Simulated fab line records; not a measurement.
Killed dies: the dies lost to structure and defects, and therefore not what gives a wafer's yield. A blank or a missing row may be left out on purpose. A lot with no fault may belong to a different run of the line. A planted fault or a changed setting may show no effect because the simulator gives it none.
A lot that was struck, set against a sound lot	flow gf180mcu	17 steps out of a route of 602
Sound: wafers L516.1, L516.3, L516.4. Struck: wafers L529.1, L529.3, L529.5. The cause is given at the end.
Each step with rows lists, per side, the tool, then ch with its chambers, then its first start. Under that, the readings that differ: sound wafers	struck wafers	difference of the means	sigmas: that difference in standard deviations of wafers without a fault.
alike: same words and numbers on both sides, and readings whose means sit less than 2 such deviations apart. not compared: any withheld reading, any reading some wafer has no value for, any bound like >300 that may hide the same value, and any number with overlapping values for which the record gives no deviation.
The two part at a step that has a row with sigmas, a row that says differs or no value, or rows on one side only. Numbers that don't overlap but have no deviation are shown without sigmas and don't part them. Lack of a reading on every wafer of one side parts them only where that side has two or more wafers.

first, 1 step without rows for these wafers: GF_HV_LDD_IMPLANT_09.
GF_HV_LDD_STRIP_10: strips in O2/N2.
  sound on plasma-asher-02 ch 0,1, day 9 23:29; struck on plasma-asher-02 ch 0, day 14 07:59
  alike: drypump-motor-current-A, heater-power-w, oes-product-au, strip-time-to-endpoint-s
  not compared: rf-hours-counter-h
GF_HV_LDD_TW_MEAS_11:
  sound: film-metro-01 at day 9 23:35; struck: film-metro-03 at day 14 08:05
reading	sound	struck	difference	sigmas
HV_LDD_TW	2394 2370 2374	2449 2437 2445	+64	+2
then, 7 steps without rows for these wafers: GF_HV_LDD_DEHYDRATE_12 (time 60 s); GF_HV_LDD_HMDS_13 (prime time 60 s); GF_HV_LDD_COAT_14 (resist thk 1000 nm); GF_HV_LDD_SOFTBAKE_15 (time 60 s); GF_HV_LDD_EXPOSE_16 (exposes mask Pplus LV AREA, target cd 400 nm); GF_HV_LDD_PEB_17; GF_HV_LDD_DEVELOP_18 (develop time 60 s).
GF_HV_LDD_CD_MEAS_19: target cd 400 nm.
  sound: cd-sem-01 at day 10 16:45; struck: cd-sem-01 at day 15 05:27
  alike: cd-nm
GF_HV_LDD_OVL_MEAS_20:
  sound: overlay-02 at day 10 16:52; struck: overlay-01 at day 15 05:34
  alike: HV_LDD_01_OVL
GF_HV_LDD_IMPLANT_21:
  sound on implanter-02 ch 0, day 10 16:55; struck on implanter-02 ch 0, day 15 05:36
reading	sound	struck	difference	sigmas
dose-ions-cm2	4.996e+13 5e+13 4.997e+13	3.861e+13 3.866e+13 3.867e+13	-1.133e+13	-99 or more
faraday-current-uA	283 283 284	207 217 225	-67	-12
GF_HV_LDD_STRIP_22: strips in O2/N2.
  sound on plasma-asher-03 ch 0,1, day 10 17:04; struck on plasma-asher-03 ch 0,1, day 15 05:45
  alike: drypump-motor-current-A, heater-power-w, oes-product-au, strip-time-to-endpoint-s
  not compared: rf-hours-counter-h
GF_HV_LDD_TW_MEAS_23:
  sound: film-metro-01 at day 10 17:10; struck: film-metro-01 at day 15 05:51
reading	sound	struck	difference	sigmas
HV_LDD_2_TW	1040 1050 1041	953 956 960	-87	-5
then, 1 step without rows for these wafers: GF_HV_LDD_DEHYDRATE_24 (time 60 s).
GF_PASSIVATION_PROBE_99:
  rows exist in the record for the sound wafers here (prober-02, day 29 01:40), none for the struck ones

== WHERE THEY PART ==
Earliest at GF_HV_LDD_TW_MEAS_11; latest, in this record, at GF_PASSIVATION_PROBE_99.

WHY: what had been put in by the simulator
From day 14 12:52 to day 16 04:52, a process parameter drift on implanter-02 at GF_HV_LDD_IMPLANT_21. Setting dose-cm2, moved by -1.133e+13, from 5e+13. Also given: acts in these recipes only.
